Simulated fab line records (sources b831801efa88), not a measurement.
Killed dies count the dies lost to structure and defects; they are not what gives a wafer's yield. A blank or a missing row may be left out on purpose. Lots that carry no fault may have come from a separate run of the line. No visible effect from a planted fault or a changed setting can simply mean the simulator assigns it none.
A lot that was struck, set against a sound lot | flow sky130 | 15 steps out of a route of 708
Sound: wafers L152.1, L152.2, L152.4. Wafers struck: L162.3, L162.4, L162.6. The cause comes at the end.
For every step that has rows: the tool of each side, followed by ch and its chambers, followed by its first start. Under that, the readings that differ: sound wafers | struck wafers | difference of the means | sigmas: that difference in standard deviations of wafers without a fault.
alike: readings whose means differ by less than 2 such deviations, and words and numbers that are the same on both sides. not compared: withheld readings, readings that some wafer has no value for, bounds like >300 that may hide the same value, and numbers for which the record gives no deviation and whose values overlap.
A row with sigmas, a row that says differs or no value, or rows on one side alone: a step with any of these is where the two part. Non-overlapping numbers with no deviation appear without sigmas and do not part them. A reading missing from all wafers of one side parts the sides only when that side holds two or more wafers.

first, 1 step without rows for these wafers: SKY_LDD_P_DEVELOP_06 (develop time 60 s).
SKY_LDD_P_CD_MEAS_07: target cd 380 nm.
  sound on cd-sem-02, day 22 10:21; struck on cd-sem-01, day 25 22:23
  alike: cd-nm
SKY_LDD_P_OVL_MEAS_08:
  sound on overlay-01, day 22 10:28; struck on overlay-01, day 25 22:28
  alike: LDD_P_OVL
then, 1 step without rows for these wafers: SKY_LDD_P_IMPLANT_09.
SKY_LDD_P_STRIP_10: strips in O2/N2.
  sound on plasma-asher-04 ch 0,1, day 22 10:39; struck on plasma-asher-04 ch 0,1, day 25 22:41
  alike: drypump-motor-current-A, oes-product-au, strip-time-to-endpoint-s
  not compared: rf-hours-counter-h
SKY_LDD_P_TW_MEAS_11:
  sound on film-metro-01, day 22 10:45; struck on film-metro-01, day 25 22:46
  alike: LDD_P_TW
then, 6 steps without rows for these wafers: SKY_LDD_HVN_DEHYDRATE_00 (time 60 s); SKY_LDD_HVN_HMDS_01 (prime time 60 s); SKY_LDD_HVN_COAT_02 (resist thk 300 nm); SKY_LDD_HVN_SOFTBAKE_03 (time 60 s); SKY_LDD_HVN_EXPOSE_04 (exposes mask HVNTM, target cd 700 nm); SKY_LDD_HVN_PEB_05.
SKY_LDD_HVN_DEVELOP_06: develop time 60 s.
  sound on litho-track-04 ch 0, day 23 16:34; struck on litho-track-04 ch 0, day 27 03:04
  reading              | sound             | struck            | difference | sigmas
  developer-temp-C (C) | 23.09 23.18 22.96 | 22.03 21.93 22.03 | -1.08      | -10
SKY_LDD_HVN_OVL_MEAS_07:
  sound on overlay-02, day 23 16:43; struck on overlay-02, day 27 03:11
  alike: LDD_HVN_OVL
-- a jump in the record: the struck wafers' starts before and after are 23 days apart (it breaks off in module LDD_HVN and resumes in module PAD_OPEN, where the first step shown is number 708 of the route) --
SKY_PAD_OPEN_PROBE_99:
  sound on prober-02, day 48 00:46; struck on prober-02, day 50 05:16
  alike: killed_at_M0_to_M3, killed_at_M4_up, killed-at-contacts, killed-at-front-end, killed-at-other, killed-dies, killed-open, killed-short

WHERE THEY PART
At SKY_LDD_HVN_DEVELOP_06 and nowhere else, as far as this record goes. Later steps at which nothing parts them and some readings are alike: SKY_LDD_HVN_OVL_MEAS_07, SKY_PAD_OPEN_PROBE_99.

WHY: the cause the simulator had injected
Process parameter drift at SKY_LDD_HVN_DEVELOP_06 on litho-track-04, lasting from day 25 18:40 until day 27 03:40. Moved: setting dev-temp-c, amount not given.
